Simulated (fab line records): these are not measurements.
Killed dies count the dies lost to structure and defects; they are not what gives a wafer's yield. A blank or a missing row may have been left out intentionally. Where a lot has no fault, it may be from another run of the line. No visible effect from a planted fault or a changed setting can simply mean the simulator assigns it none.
Which tool is to blame? | flow sfq line | 7 lots with 21 wafers sampled at 3 steps, on a route of 325 steps

== WHAT EACH GAUGE READ, for each wafer ==
SFQ_M2_RS_MEAS_914: a four-point-probe measurement.
lot  | measured     | on            | M2_NB_RS (ohm/sq)
L305 | day 32 04:32 | film metro-01 | 0.894 0.895 0.892
L307 | day 32 23:25 | film metro-02 | 0.906 0.898 0.895
L309 | day 34 09:57 | film metro-01 | 0.443 0.439 0.447
L315 | day 36 12:21 | film metro-04 | 0.898 0.893 0.902
L321 | day 38 22:44 | film metro-01 | 0.889 0.886 0.895
L323 | day 39 16:35 | film metro-01 | 0.891 0.895 0.888
L325 | day 40 09:49 | film metro-02 | 0.901 0.898 0.903

== WHICH TOOL RAN EACH LOT (tool, then ch and the chambers of the sampled wafers, then the start) ==
lot  | SFQ_TRILAYER_M0_STRIP_STRIP_025   | SFQ_TRILAYER_M2_DEP_SPUTTER_055
L305 | rie metal-04 ch 0,1, day 12 19:26 | pvd sputter-04, day 32 04:26
L307 | rie metal-02 ch 0,1, day 13 10:04 | pvd sputter-04, day 32 23:19
L309 | rie metal-02 ch 0,1, day 14 13:52 | pvd sputter-03, day 34 09:34
L315 | rie metal-02 ch 1, day 16 13:47   | pvd sputter-03, day 36 12:16
L321 | rie metal-03 ch 0,1, day 19 02:02 | pvd sputter-05, day 38 22:39
L323 | rie metal-04 ch 0,1, day 20 04:38 | pvd sputter-05, day 39 16:28
L325 | rie metal-04 ch 0,1, day 20 17:33 | pvd sputter-04, day 40 09:40
- SFQ_TRILAYER_M0_STRIP_STRIP_025: strips in O2.
- SFQ_TRILAYER_M2_DEP_SPUTTER_055: material Nb, target thk 200 nm, time 133.3 s.

== THE ANSWER, worked out from the rows above alone ==
Rule: what is usual is taken from the lots themselves. The widest of any qualifying gaps counts: lots, ordered by their means at a reading, are off when they make up no more than a third of the lots, leave a main group of 4 or more, and stand apart from it by 3 or more times the standard deviation of that group's means. A main group is skipped when, at the precision printed for the reading in the tables above, its means are all equal. A lot without any number at a reading at which 4 lots or more have one is off too. Any other lot the step has rows for is counted as sound.
Off: L309, seen at SFQ_M2_RS_MEAS_914 (M2_NB_RS). For the main group the mean is 0.896 ohm/sq and the standard deviation 0.0041.
A tool fits if, at a process step before that reading, it ran every lot that is off, and no sound lot after the first of them. Those tools and the gauges at SFQ_M2_RS_MEAS_914 are tried in the same way. None of those tried fits.

== WHAT THE SIMULATOR PUT IN ==
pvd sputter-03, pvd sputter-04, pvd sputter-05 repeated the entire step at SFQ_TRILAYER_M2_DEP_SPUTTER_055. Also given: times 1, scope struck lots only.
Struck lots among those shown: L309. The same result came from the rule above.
